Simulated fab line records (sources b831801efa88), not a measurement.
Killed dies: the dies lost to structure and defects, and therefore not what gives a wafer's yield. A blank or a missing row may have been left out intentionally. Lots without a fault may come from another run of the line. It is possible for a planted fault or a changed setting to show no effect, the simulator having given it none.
Comparing a struck lot with a sound one | flow sky130 | 45 steps out of a route of 708
Sound: the wafers L950.1, L950.2, L950.5. Struck: wafer L963.1 (left out: L963.5, a lot-mate that was not struck); the cause follows at the end.
At each step with rows: each side's tool, then ch and its chambers, then its first start. Under that, the readings that differ: sound wafers | struck wafers | difference of the means | sigmas: that difference in standard deviations of wafers without a fault.
alike: words and numbers the same on both sides, and readings whose means are apart by under 2 such deviations; not compared: readings that were withheld, readings missing a value for some wafer, numbers with overlapping values and no deviation given by the record, and bounds like >300 which may hide the same value.
Wherever a step has rows on one side only, a row that says differs or no value, or a row with sigmas, the two part there. When numbers do not overlap yet have no deviation, they are printed without sigmas and do not part them. A reading missing from all wafers of one side parts the sides only when that side holds two or more wafers.

first, 3 steps without rows for these wafers: SKY_METAL4_CLEAN_21 (cleans in IPA, time 180 s); SKY_METAL4_CLEAN_22 (cleans in O3/DIW); SKY_VIA4_HDPCVD_00 (deposits SiO2, target thk 1750 nm, time 291.7 s).
SKY_VIA4_THK_MEAS_01:
  struck on film-metro-01, day 45 09:14; sound on film-metro-02, day 42 09:56
  alike: VIA4_HDPCVD_THK
then, 1 step without rows for these wafers: SKY_VIA4_CMP_02 (polishes SiO2).
SKY_VIA4_BOW_MEAS_03:
  struck on film-metro-04, day 45 09:38; sound on film-metro-01, day 42 10:18
  alike: VIA4_BOW
then, 6 steps without rows for these wafers: SKY_VIA4_DEHYDRATE_04 (time 60 s); SKY_VIA4_HMDS_05 (prime time 60 s); SKY_VIA4_COAT_06 (resist thk 1140 nm); SKY_VIA4_SOFTBAKE_07 (time 60 s); SKY_VIA4_EXPOSE_08 (exposes mask VIM4, target cd 800 nm); SKY_VIA4_PEB_09.
SKY_VIA4_DEVELOP_10: develop time 60 s.
  sound on litho-track-02 ch 0, day 43 09:11; struck on litho-track-03 ch 0, day 46 06:42
  alike: exhaust-pa
SKY_VIA4_OVL_MEAS_11:
  struck on overlay-01, day 46 06:51; sound on overlay-02, day 43 09:20
  alike: VIA4_OVL
SKY_VIA4_ETCH_12: etches SiO2 in C4F8/O2/Ar, stops on TiN, target depth 580 nm.
  sound on rie-diel-02 ch 0,1,3, day 43 09:22; struck on rie-diel-02 ch 1, day 46 06:53
  reading               | sound         | struck | difference | sigmas
  model.VIA4.cd-nm (nm) | 801.4 802 803 | 792    | -10        |
  alike: bias-w, oes-product-au
then, 4 steps without rows for these wafers: SKY_VIA4_STRIP_13 (strips in O2/N2); SKY_VIA4_STRIP_14 (strips in post etch residue remover, time 1200 s); SKY_VIA4_CLEAN_15 (cleans in IPA, time 180 s); SKY_VIA4_CLEAN_16 (cleans in O3/DIW).
SKY_VIA4_SPUTTER_17: material TiN, target thk 20 nm, time 80 s.
  struck on pvd-sputter-04, day 46 07:33; sound on pvd-sputter-01, day 43 10:02
  alike: cathode-dc-power-W, throttle-valve-pct
then, 1 step without rows for these wafers: SKY_VIA4_CVD_18 (deposits W, target thk 505 nm, time 152.14 s).
SKY_VIA4_RS_MEAS_19: the measuring method here is four-point-probe.
  struck on film-metro-04, day 46 07:46; sound on film-metro-02, day 43 10:15
  alike: VIA4_W_RS
SKY_VIA4_THK_MEAS_20: measures by xrf.
  struck on film-metro-04, day 46 07:53; sound on film-metro-02, day 43 10:22
  alike: VIA4_W_THK
then, 3 steps without rows for these wafers: SKY_VIA4_CMP_21 (polishes, stops on SiO2, t overpolish 25 s, target thk 0 nm); SKY_METAL5_SPUTTER_00 (material Ti, target thk 15 nm, time 10 s); SKY_METAL5_SPUTTER_01 (material TiN, target thk 20 nm, time 16.7 s).
SKY_METAL5_SPUTTER_02: material AlCu, target thk 1150 nm, time 61.2 s.
  struck on pvd-sputter-02, day 46 08:47; sound on pvd-sputter-03, day 43 10:47
  reading                | sound             | struck | difference | sigmas
  cathode-dc-power-W (W) | 10598 10598 10601 | 10604  | +5         | +3
  alike: throttle-valve-pct
then, 2 steps without rows for these wafers: SKY_METAL5_SPUTTER_03 (material Ti, target thk 5 nm, time 3.3 s); SKY_METAL5_SPUTTER_04 (material TiN, target thk 70 nm, time 58.3 s).
SKY_METAL5_RS_MEAS_05: the measuring method here is four-point-probe.
  struck on film-metro-04, day 46 08:54; sound on film-metro-03, day 43 10:54
  reading                 | sound                | struck | difference | sigmas
  METAL5_ALCU_RS (ohm/sq) | 0.0266 0.0262 0.0268 | 0.0273 | +0.0008    | +2
SKY_METAL5_THK_MEAS_06: measures by xrf.
  struck on film-metro-04, day 46 09:01; sound on film-metro-03, day 43 11:01
  reading              | sound          | struck | difference | sigmas
  METAL5_ALCU_THK (nm) | 1173 1192 1166 | 1138   | -39        | -2
then, 7 steps without rows for these wafers: SKY_METAL5_DEHYDRATE_07 (time 60 s); SKY_METAL5_HMDS_08 (prime time 60 s); SKY_METAL5_COAT_09 (resist thk 1800 nm); SKY_METAL5_SOFTBAKE_10 (time 60 s); SKY_METAL5_EXPOSE_11 (exposes mask MM5, target cd 1600 nm); SKY_METAL5_PEB_12; SKY_METAL5_DEVELOP_13 (develop time 60 s).
SKY_METAL5_DESCUM_14: chemistry O2, time 11 s.
  sound on rie-metal-02 ch 0,1, day 44 09:48; struck on rie-metal-03 ch 0, day 47 04:52
  reading               | sound             | struck | difference | sigmas
  oes-product-au (a.u.) | 1.010 1.006 1.016 | 0.982  | -0.029     | -3
  alike: drypump-motor-current-A
  not compared: rf-hours-counter-h
SKY_METAL5_METAL_ETCH_15: etches the open film in Cl2/BCl3, stops on SiO2, target depth 1260 nm, time 252 s.
  sound on rie-metal-02 ch 0,1, day 44 09:50; struck on rie-metal-03 ch 0, day 47 04:53
  alike: bcl3-flow-sccm, bias-w, drypump-motor-current-A, oes-product-au, throttle-valve-pct
  not compared: rf-hours-counter-h
SKY_METAL5_STRIP_16: strips in O2/N2.
  sound on plasma-asher-03 ch 0,1, day 44 10:04; struck on plasma-asher-02 ch 1, day 47 05:08
  reading                      | sound             | struck | difference | sigmas
  strip-time-to-endpoint-s (s) | 12.95 12.83 12.89 | 13.19  | +0.30      | +2
  alike: drypump-motor-current-A, o2-flow-sccm, oes-product-au
  not compared: rf-hours-counter-h
then, 1 step without rows for these wafers: SKY_METAL5_STRIP_17 (strips in post etch residue remover, time 1200 s).
SKY_PASSIVATION_THK_MEAS_03:
  struck on film-metro-01, day 47 07:26; sound on film-metro-03, day 44 11:07
  alike: PASSIVATION_CVD_02_THK
  not compared: hold
SKY_PASSIVATION_DEHYDRATE_04: time 60 s.
  sound on litho-track-01 ch 0, day 44 22:02; struck on litho-track-01 ch 0, day 47 16:35
  reading | sound | struck                   | difference                   | sigmas
  hold    | - - - | await-dispo/4.4h/release | no value on the sound wafers |
  alike: exhaust-pa
SKY_PAD_OPEN_PROBE_99:
  struck on prober-01, day 48 23:50; sound on prober-02, day 46 08:50
  alike: defect-limited-yield, killed_at_M0_to_M3, killed_at_M4_up, killed-at-contacts, killed-at-front-end, killed-at-other, killed-dies, killed-open, killed-short, sort_bin_3_pad_short, sort_bin_5_function, sort_bin_6_memory, sort-n-pass, sort-yield-pct

WHERE THEY PART
First at SKY_METAL5_SPUTTER_02; last, within this record, at SKY_PASSIVATION_DEHYDRATE_04. Later steps at which nothing parts them and some readings are alike: SKY_PAD_OPEN_PROBE_99.

WHY: the cause the simulator had injected
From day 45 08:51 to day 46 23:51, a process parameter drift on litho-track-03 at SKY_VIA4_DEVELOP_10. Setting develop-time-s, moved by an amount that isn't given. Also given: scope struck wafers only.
